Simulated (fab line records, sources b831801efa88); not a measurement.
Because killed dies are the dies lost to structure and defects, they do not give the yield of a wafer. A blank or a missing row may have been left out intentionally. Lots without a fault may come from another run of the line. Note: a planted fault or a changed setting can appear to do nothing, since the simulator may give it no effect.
Comparing a struck lot with a sound one || flow sky130 || 34 steps out of a route of 708
Sound: these wafers, L938.1, L938.2, L938.5. Wafers struck: L931.2, L931.4, L931.5. The cause comes at the end.
Per side, at each step with rows, come the tool, then ch with its chambers, and then its first start. Under that, the readings that differ: sound wafers || struck wafers || difference of the means || sigmas: that difference in standard deviations of wafers without a fault.
alike: words and numbers the same on both sides, and readings whose means are apart by under 2 such deviations; not compared: readings that were withheld, readings missing a value for some wafer, numbers with overlapping values and no deviation given by the record, and bounds like >300 which may hide the same value.
Wherever a step has rows on one side only, a row that says differs or no value, or a row with sigmas, the two part there. When numbers do not overlap yet have no deviation, they are printed without sigmas and do not part them. A reading that every wafer of one side lacks parts them only if that side has two wafers or more.

first, 9 steps without rows for these wafers: SKY_METAL1_DEVELOP_14 (develop time 60 s); SKY_METAL1_DESCUM_17 (chemistry O2, time 8 s); SKY_METAL1_ETCH_18 (etches BARC in N2/H2, stops on SiO2, time 45.9 s, target depth 60 nm); SKY_METAL1_METAL_ETCH_19 (etches the open film in Cl2/BCl3, stops on SiO2, target depth 360 nm, time 78 s); SKY_METAL1_STRIP_20 (strips in O2/N2); SKY_METAL1_STRIP_21 (strips in post etch residue remover, time 1200 s); SKY_METAL1_CLEAN_22 (cleans in IPA, time 180 s); SKY_METAL1_CLEAN_23 (cleans in O3/DIW); SKY_VIA1_HDPCVD_00 (deposits SiO2, target thk 1030 nm, time 171.7 s).
SKY_VIA1_CMP_02: polishes SiO2.
  sound on cmp-02 ch 2,3, day 37 02:09; struck on cmp-01 ch 1,3, day 35 04:25
{"reading": "model.SiO2_of_VIA1_HDPCVD_00.thkNm (nm)", "sound": "344.1 345.3 346.1", "struck": "257.6 257.1 258.3", "difference": -87.5, "sigmas": ""}
  alike: headPressurePsi, motorCurrentA, slurryFilterDpKPa
then, 9 steps without rows for these wafers: SKY_VIA1_DEHYDRATE_04 (time 60 s); SKY_VIA1_HMDS_05 (prime time 60 s); SKY_VIA1_COAT_06 (resist thk 60 nm); SKY_VIA1_COAT_07 (resist thk 450 nm); SKY_VIA1_SOFTBAKE_08 (time 90 s); SKY_VIA1_EXPOSE_09 (exposes mask VIM, target cd 150 nm); SKY_VIA1_PEB_10; SKY_VIA1_DEVELOP_11 (develop time 60 s); SKY_VIA1_ETCH_14 (etches BARC in N2/H2, stops on SiO2, time 45.9 s, target depth 60 nm).
SKY_VIA1_ETCH_15: etches SiO2 in C4F8/O2/Ar, stops on TiN, target depth 351 nm, time 54 s.
  sound on rieDiel-04 ch 0,1,3, day 38 04:49; struck on rieDiel-04 ch 0,1,3, day 36 07:02
{"reading": "oesProductAu (a.u.)", "sound": "0.979 0.982 0.979", "struck": "0.840 0.827 0.826", "difference": -0.149, "sigmas": -28}
{"reading": "model.etch.depthNm (nm)", "sound": "344.1 344.3 346.1", "struck": "257.6 257.1 258.3", "difference": -87.2, "sigmas": ""}
{"reading": "model.VIA1.featureDepthNm (nm)", "sound": "344.1 344.3 346.1", "struck": "257.6 257.1 258.3", "difference": -87.2, "sigmas": ""}
  not compared: rfHoursCounterH
then, 12 steps without rows for these wafers: SKY_VIA1_STRIP_16 (strips in O2/N2); SKY_VIA1_STRIP_17 (strips in post etch residue remover, time 1200 s); SKY_VIA1_CLEAN_18 (cleans in IPA, time 180 s); SKY_VIA1_CLEAN_19 (cleans in O3/DIW); SKY_VIA1_SPUTTER_20 (material TiN, target thk 20 nm, time 80 s); SKY_VIA1_CVD_21 (deposits W, target thk 270 nm, time 80.902 s); SKY_VIA1_CMP_24 (polishes, stops on SiO2, t overpolish 15 s, target thk 0 nm); SKY_METAL2_SPUTTER_00 (material Ti, target thk 15 nm, time 10 s); SKY_METAL2_SPUTTER_01 (material TiN, target thk 20 nm, time 16.7 s); SKY_METAL2_SPUTTER_02 (material AlCu, target thk 250 nm, time 13.3 s); SKY_METAL2_SPUTTER_03 (material Ti, target thk 5 nm, time 3.3 s); SKY_METAL2_SPUTTER_04 (material TiN, target thk 70 nm, time 58.3 s).
SKY_METAL2_METAL_ETCH_19: etches the open film in Cl2/BCl3, stops on SiO2, target depth 360 nm, time 78 s.
  sound on rieMetal-04 ch 0,1, day 39 07:58; struck on rieMetal-04 ch 0,1, day 37 10:55
{"reading": "model.SiO2_of_VIA1_HDPCVD_00.thkNm (nm)", "sound": "329.9 331.2 331.8", "struck": "243.4 243 244.2", "difference": -87.4, "sigmas": ""}
  alike: drypumpMotorCurrentA, oesProductAu, throttleValvePct
  not compared: rfHoursCounterH
-- the record jumps here: 10 days lie between the struck wafers' starts before and after (it left off in module METAL2 and takes up again in module PAD_OPEN, whose first step shown is number 708 of the route) --
SKY_PAD_OPEN_PROBE_99:
  struck on prober-02, day 47 15:15; sound on prober-01, day 49 01:26
  alike: defectLimitedYield, killed_at_M0_to_M3, killed_at_M4_up, killedAtContacts, killedAtFrontEnd, killedAtOther, killedDies, killedOpen, killedShort, sort_bin_3_pad_short, sort_bin_5_function, sort_bin_6_memory, sortNPass, sortYieldPct

== WHERE THEY PART ==
At SKY_VIA1_ETCH_15 and nowhere else, as far as this record goes. Later steps at which nothing parts them and some readings are alike: SKY_METAL2_METAL_ETCH_19, SKY_PAD_OPEN_PROBE_99.

WHY: what had been put in by the simulator
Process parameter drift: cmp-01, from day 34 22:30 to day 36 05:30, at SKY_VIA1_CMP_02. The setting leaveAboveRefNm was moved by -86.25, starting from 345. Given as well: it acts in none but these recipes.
